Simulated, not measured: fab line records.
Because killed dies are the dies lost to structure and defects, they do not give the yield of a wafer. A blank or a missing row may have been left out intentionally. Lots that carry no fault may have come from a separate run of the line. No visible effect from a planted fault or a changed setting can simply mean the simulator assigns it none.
A lot that was struck, set against a sound lot -- flow sky130 -- 14 out of 708 route steps
Sound: these wafers, L126.1, L126.3, L126.4. The struck wafers were L122.2, L122.4, L122.6. The cause is named last.
Each step with rows lists, per side, the tool, then ch with its chambers, then its first start. Under that, the readings that differ: sound wafers -- struck wafers -- difference of the means -- sigmas: that difference in standard deviations of wafers without a fault.
alike: same words and numbers on both sides, and readings whose means sit less than 2 such deviations apart. not compared: any withheld reading, any reading some wafer has no value for, any bound like >300 that may hide the same value, and any number with overlapping values for which the record gives no deviation.
The two part at a step that has a row with sigmas, a row that says differs or no value, or rows on one side only. Non-overlapping numbers with no deviation appear without sigmas and do not part them. Lack of a reading on every wafer of one side parts them only where that side has two or more wafers.

SKY_LDD_LDN_TW_MEAS_13:
  sound on film metro-04 at day 27 02:16; struck on film metro-02 at day 26 02:14
  alike: LDD_LDN_TW
then, 2 steps without rows for these wafers: SKY_LDD_LDN_CLEAN_14 (cleans in SC1/SC2, time 150 s); SKY_SPACER_CVD_00 (deposits Si3N4 from DCS/NH3, target thk 43.1 nm, time 740 s).
SKY_SPACER_THK_MEAS_01:
  sound on film metro-04 at day 27 03:35; struck on film metro-02 at day 26 03:32
  alike: SPACER_CVD_00_THK
SKY_SPACER_ETCHBACK_02: etches Si3N4 in CH3F/O2, stops on SiO2, time 46.7 s, target depth 45 nm.
  sound on rie diel-01 ch 1,2,3, day 27 03:38; struck on rie diel-01 ch 0,2, day 26 03:35
  alike: drypump motor current A, oes product au, throttle valve pct
  not compared: rf hours counter h
then, 7 steps without rows for these wafers: SKY_POLY_CUT_DEHYDRATE_00 (time 60 s); SKY_POLY_CUT_HMDS_01 (prime time 60 s); SKY_POLY_CUT_COAT_02 (resist thk 60 nm); SKY_POLY_CUT_COAT_03 (resist thk 450 nm); SKY_POLY_CUT_SOFTBAKE_04 (time 90 s); SKY_POLY_CUT_EXPOSE_05 (exposes mask NPCM, target cd 270 nm); SKY_POLY_CUT_PEB_06.
SKY_POLY_CUT_DEVELOP_07: develop time 60 s.
  sound on litho track-04 ch 0, day 28 07:00; struck on litho track-03, day 27 07:00
  no value came back on the struck wafers for chill plate temp C (C), develop time s (s); on the sound wafers chill plate temp C (C) reads 23.02 22.86 22.93
reading,sound,struck,difference,sigmas
model.KrF-thick_of_POLY_CUT_COAT_03.thk nm (nm),434.7 435 435.9,448.3 448.6 448.9,+13.4,
SKY_POLY_CUT_CD_MEAS_08: target cd 270 nm.
  sound on cd sem-02 at day 28 07:29; struck on cd sem-01 at day 27 07:53
reading,sound,struck,difference,sigmas
cd nm (nm),269.3 269.9 271.0,- - -,no value on the struck wafers,

WHERE THEY PART
At SKY_POLY_CUT_DEVELOP_07 first; at SKY_POLY_CUT_CD_MEAS_08 last (within this record only).

WHY: what the simulator had put in
Entire step skipped (litho track-03, SKY_POLY_CUT_DEVELOP_07), from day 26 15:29 onward. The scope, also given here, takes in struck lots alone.
